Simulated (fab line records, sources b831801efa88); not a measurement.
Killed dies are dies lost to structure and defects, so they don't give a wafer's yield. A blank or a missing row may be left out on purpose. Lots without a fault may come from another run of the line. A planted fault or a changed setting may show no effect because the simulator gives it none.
One fault seen from 2 desks | flow sky130 | each desk has only its own numbers; what lay behind them comes last

THE TOOL OWNER'S DESK: implanter-01
The tool's own readings at SKY_NWELL_IMPLANT_11: means of the sampled wafers that have a number, for each lot that ran on this tool. A lot is out of limits, marked OUT, if its mean lies more than 4 standard deviations from the usual mean; the brackets give that distance.
Columns: A = dose_ions_cm2 at SKY_NWELL_IMPLANT_11, usual 1.9003e+13; B = faraday_current_uA at SKY_NWELL_IMPLANT_11, usual 107.2
lot  | first seen here | A                            | B
L381 | day 5 00:05     | 1.8998e+13                   | 107.8
L382 | day 5 04:31     | 1.8997e+13                   | 106.2
L386 | day 6 07:07     | 1.9019e+13                   | 107.5
L392 | day 8 01:43     | 1.1731e+13 (-99 or more) OUT | 67.8 (-18) OUT
L395 | day 9 07:37     | 1.1731e+13 (-99 or more) OUT | 65.6 (-19) OUT
This desk's finding: out of limits on L392, L395; first on L392, day 8 01:43 (dose_ions_cm2 at SKY_NWELL_IMPLANT_11). In limits: L381, L382, L386.

THE METROLOGY DESK
What the gauges read, lot by lot, whatever tool the lot ran on: means of the sampled wafers that have a number. A lot is out of limits, marked OUT, if its mean lies more than 4 standard deviations from the usual mean; the brackets give that distance.
Columns: A = NWELL_TW at SKY_NWELL_TW_MEAS_15, usual 1811; B = NWELL_RS at SKY_NWELL_RS_MEAS_29, usual 624.6 ohm/sq; C = cd_nm at SKY_LDD_P_CD_MEAS_07, usual 380.8 nm
lot  | first seen here | A              | B               | C
L379 | day 4 13:29     | 1806           | 621.8           | 380.3
L380 | day 4 18:29     | 1800           | 626.0           | 384.4
L381 | day 5 00:36     | 1803           | 626.1           | 379.1
L382 | day 5 05:04     | 1804           | 625.2           | 377.5
L386 | day 6 07:38     | 1825           | 627.0           | 383.0
L392 | day 8 02:16     | 1555 (-21) OUT | 809.1 (+97) OUT | -
L395 | day 9 08:10     | 1557 (-21) OUT | 810.1 (+98) OUT | -
L396 | day 9 08:11     | 1810           | 624.8           | 383.3
L398 | day 9 17:31     | 1805           | 624.3           | 376.5
L400 | day 10 03:55    | 1801           | 623.5           | 379.8
L402 | day 10 19:37    | 1825           | 624.5           | 384.8
This desk's finding: out of limits on L392, L395; first on L392, day 8 02:16 (NWELL_TW at SKY_NWELL_TW_MEAS_15). In limits: L379, L380, L381, L382, L386, L396, L398, L400, L402.

PUT TOGETHER
The tool owner's desk could have raised an alarm at day 8 01:43, on L392, L395.
The metrology desk could have raised an alarm at day 8 02:16, on L392, L395.
Of the lots named, all ran SKY_NWELL_IMPLANT_11 on implanter-01.

WHAT THE SIMULATOR HAD PUT IN
Process parameter drift: implanter-01, from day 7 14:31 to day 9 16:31, at SKY_NWELL_IMPLANT_11. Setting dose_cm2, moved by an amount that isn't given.
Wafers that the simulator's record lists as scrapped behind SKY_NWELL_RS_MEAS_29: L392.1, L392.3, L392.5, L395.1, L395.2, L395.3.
Lots struck among those shown: L392, L395.
Hours from the fault's start to each desk's first reading out of limits: the tool owner's desk, 11; the metrology desk, 12.
